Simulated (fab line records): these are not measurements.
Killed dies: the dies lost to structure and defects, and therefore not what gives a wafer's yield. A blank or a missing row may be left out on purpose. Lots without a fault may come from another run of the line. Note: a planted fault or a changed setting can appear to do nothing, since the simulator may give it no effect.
Chamber matching ; flow gf180mcu ; pecvd-02 running GF_MIM_CVD_05: 3 sister chambers
The step deposits Si3N4, target thk 42 nm, time 29.086 s. 3 wafers are shown with their chamber, then 7 later ones without.

== WAFERS PAIRED WITH THEIR CHAMBERS ==
wafer;chamber;heater power w (W)
L082.5;1;541
L090.3;2;649
L090.5;0;800

== WAFERS WITHOUT THEIR CHAMBER ==
wafer;heater power w (W)
L090.6;659
L096.1;563
L096.2;746
L096.3;590
L096.4;552
L096.5;745
L096.6;596

== EACH ONE'S CHAMBER ==
wafer;from the rows above;in truth
L090.6;2;2
L096.1;can't be placed: 1 or 2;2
L096.2;can't be placed: 0 or 2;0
L096.3;can't be placed: 1 or 2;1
L096.4;1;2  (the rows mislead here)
L096.5;can't be placed: 0 or 2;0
L096.6;can't be placed: 2 or 1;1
Correct placement for 1 of the 7. From these rows, 5 cannot be placed; in 5 the true chamber is one of the candidates. Placed wrongly: 1.
How it was worked out, from the rows above alone: a wafer's distance from a chamber is the root of the sum, over the readings, of the square of ((its reading less the chamber's mean) divided by the reading's scatter). If the next closest chamber is less than 2 further off than the closest, the wafer can't be placed; otherwise it belongs to the closest. Each chamber's mean is taken over the wafers shown for it. The scatter: root of mean squared gap, hidden wafer to nearest shown wafer, with one shown wafer a chamber.
